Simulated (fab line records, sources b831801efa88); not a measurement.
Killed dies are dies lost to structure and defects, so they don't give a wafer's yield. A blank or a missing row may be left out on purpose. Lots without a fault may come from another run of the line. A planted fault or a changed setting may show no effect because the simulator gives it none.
Chamber matching | flow sky130 | SKY_POLY_GATE_ETCH_16 on rie_diel-03: 4 sister chambers
The step etches Si3N4 in CH3F/O2, stops on poly-Si, time 147.5 s, target depth 75 nm. 14 wafers are shown with their chamber, then 7 later ones without.

WAFERS WITH THEIR CHAMBER
wafer  | chamber | drypump_motor_current_A (A) | oes_product_au (a.u.) | chamber_pressure_mTorr (mTorr)
L332.1 | 0       | 5.3                         | 0.637                 | 24.997
L332.5 | 3       | 6.1                         | 0.639                 | 25.037
L332.6 | 0       | 5.3                         | 0.639                 | 24.997
L334.2 | 1       | 6.0                         | 0.639                 | 24.981
L334.3 | 0       | 5.3                         | 0.643                 | 24.974
L334.4 | 2       | 5.8                         | 0.645                 | 24.975
L336.3 | 0       | 5.3                         | 0.642                 | 25.014
L336.4 | 3       | 6.2                         | 0.639                 | 25.013
L336.6 | 3       | 6.2                         | 0.651                 | 24.984
L340.3 | 0       | 5.3                         | 0.646                 | 24.996
L340.4 | 3       | 6.1                         | 0.639                 | 24.987
L340.5 | 0       | 5.3                         | 0.635                 | 25.013
L344.2 | 0       | 5.3                         | 0.640                 | 24.990
L344.3 | 1       | 6.0                         | 0.638                 | 25.002

SIGNATURES (means of the wafers above)
reading                 | chamber 0 | chamber 1 | chamber 2 | chamber 3 | scatter within a chamber
drypump_motor_current_A | 5.300     | 6.000     | 5.800     | 6.150     | 0.0316
oes_product_au          | 0.64029   | 0.63850   | 0.64500   | 0.64200   | 0.00438
chamber_pressure_mTorr  | 24.99729  | 24.99150  | 24.97500  | 25.00525  | 0.0179
Rule: a wafer's distance from a chamber is the root of the sum, over the readings, of the square of ((its reading less the chamber's mean) divided by the reading's scatter). The wafer belongs to the nearest chamber; if the next one is less than 2 further off, it can't be placed. The scatter: the root of (the sum of the squares of (reading less its chamber's mean) over the shown wafers, divided by (wafers less chambers)).

WAFERS WITHOUT THEIR CHAMBER
wafer  | drypump_motor_current_A (A) | oes_product_au (a.u.) | chamber_pressure_mTorr (mTorr)
L344.6 | 5.3                         | 0.644                 | 25.008
L352.3 | 5.3                         | 0.643                 | 24.996
L352.4 | 5.3                         | 0.637                 | 25.018
L352.5 | 6.1                         | 0.640                 | 25.024
L354.1 | 5.8                         | 0.641                 | 24.976
L354.4 | 6.1                         | 0.643                 | 25.022
L354.6 | 6.1                         | 0.653                 | 24.987

WHICH CHAMBER EACH WENT THROUGH
wafer  | from the rows above     | in truth
L344.6 | 0                       | 0
L352.3 | 0                       | 0
L352.4 | 0                       | 0
L352.5 | can't be placed: 3 or 1 | 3
L354.1 | 2                       | 2
L354.4 | can't be placed: 3 or 1 | 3
L354.6 | can't be placed: 3 or 1 | 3
Placed correctly: 4 of 7. Can't be placed from these rows: 3 (the true chamber is among the candidates in 3). Placed wrongly: 0.
